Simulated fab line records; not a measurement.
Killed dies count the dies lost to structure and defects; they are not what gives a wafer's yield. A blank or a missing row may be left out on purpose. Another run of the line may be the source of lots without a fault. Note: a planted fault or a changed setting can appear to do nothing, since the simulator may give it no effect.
Comparing a struck lot with a sound one ; flow sky130 ; 17 steps out of a route of 708
Sound: wafers L811.3, L811.4, L811.6. The struck wafers were L822.1, L822.2, L822.5. At the end, the cause is stated.
Each step with rows lists, per side, the tool, then ch with its chambers, then its first start. Under that, the readings that differ: sound wafers ; struck wafers ; difference of the means ; sigmas: that difference in standard deviations of wafers without a fault.
alike: same words and numbers on both sides, and readings whose means sit less than 2 such deviations apart. not compared: any withheld reading, any reading some wafer has no value for, any bound like >300 that may hide the same value, and any number with overlapping values for which the record gives no deviation.
The two part at a step that has a row with sigmas, a row that says differs or no value, or rows on one side only. Numbers that don't overlap but have no deviation are shown without sigmas and don't part them. A reading missing from all wafers of one side parts the sides only when that side holds two or more wafers.

first, 5 steps without rows for these wafers: SKY_FIELD_ISO_WET_ETCH_28 (etches SiO2 in dHF, target depth 23.7 nm, time 47 s); SKY_FIELD_ISO_WET_ETCH_29 (etches Si3N4 in H3PO4, target depth 160 nm, time 1825 s); SKY_FIELD_ISO_WET_ETCH_30 (etches SiO2 in dHF, target depth 25 nm, time 50 s); SKY_NWELL_CLEAN_00 (cleans in SC1/SC2, time 150 s); SKY_NWELL_OXIDATION_01 (stabilise 600 s, purge 300 s, target thk 10 nm).
SKY_NWELL_THK_MEAS_02:
  sound on film_metro-03, day 2 22:10; struck on film_metro-01, day 5 03:02
  alike: NWELL_OXIDATION_THK
then, 6 steps without rows for these wafers: SKY_DNWELL_DEHYDRATE_00 (time 60 s); SKY_DNWELL_HMDS_01 (prime time 60 s); SKY_DNWELL_COAT_02 (resist thk 3000 nm); SKY_DNWELL_SOFTBAKE_03; SKY_DNWELL_EXPOSE_04 (exposes mask DNM, target cd 3000 nm); SKY_DNWELL_PEB_05.
SKY_DNWELL_DEVELOP_06: develop time 60 s.
  struck on litho_track-03, day 5 21:00; sound on litho_track-02 ch 0, day 3 14:00
  no value came back on the struck wafers for chill_plate_temp_C (C), develop_time_s (s); on the sound wafers chill_plate_temp_C (C) reads 23.07 23.08 23.00
following that, these wafers have no rows for 1 step: SKY_DNWELL_IMPLANT_07.
SKY_DNWELL_STRIP_08: strips in O2/N2.
  sound on plasma_asher-01 ch 0,1, day 3 14:39; struck on plasma_asher-01 ch 0,1, day 5 21:36
  alike: drypump_motor_current_A, o2_flow_sccm, oes_product_au, strip_time_to_endpoint_s
  not compared: rf_hours_counter_h
SKY_DNWELL_TW_MEAS_09:
  sound on film_metro-03, day 3 14:44; struck on film_metro-03, day 5 21:42
reading;sound;struck;difference;sigmas
DNWELL_TW;1109 1121 1115;30 30 30;-1085;-99 or more
then, 1 step without rows for these wafers: SKY_PWDE_DEHYDRATE_00 (time 60 s).

== WHERE THEY PART ==
Last at SKY_DNWELL_TW_MEAS_09 as far as this record goes, first at SKY_DNWELL_DEVELOP_06.

WHY: the cause the simulator had injected
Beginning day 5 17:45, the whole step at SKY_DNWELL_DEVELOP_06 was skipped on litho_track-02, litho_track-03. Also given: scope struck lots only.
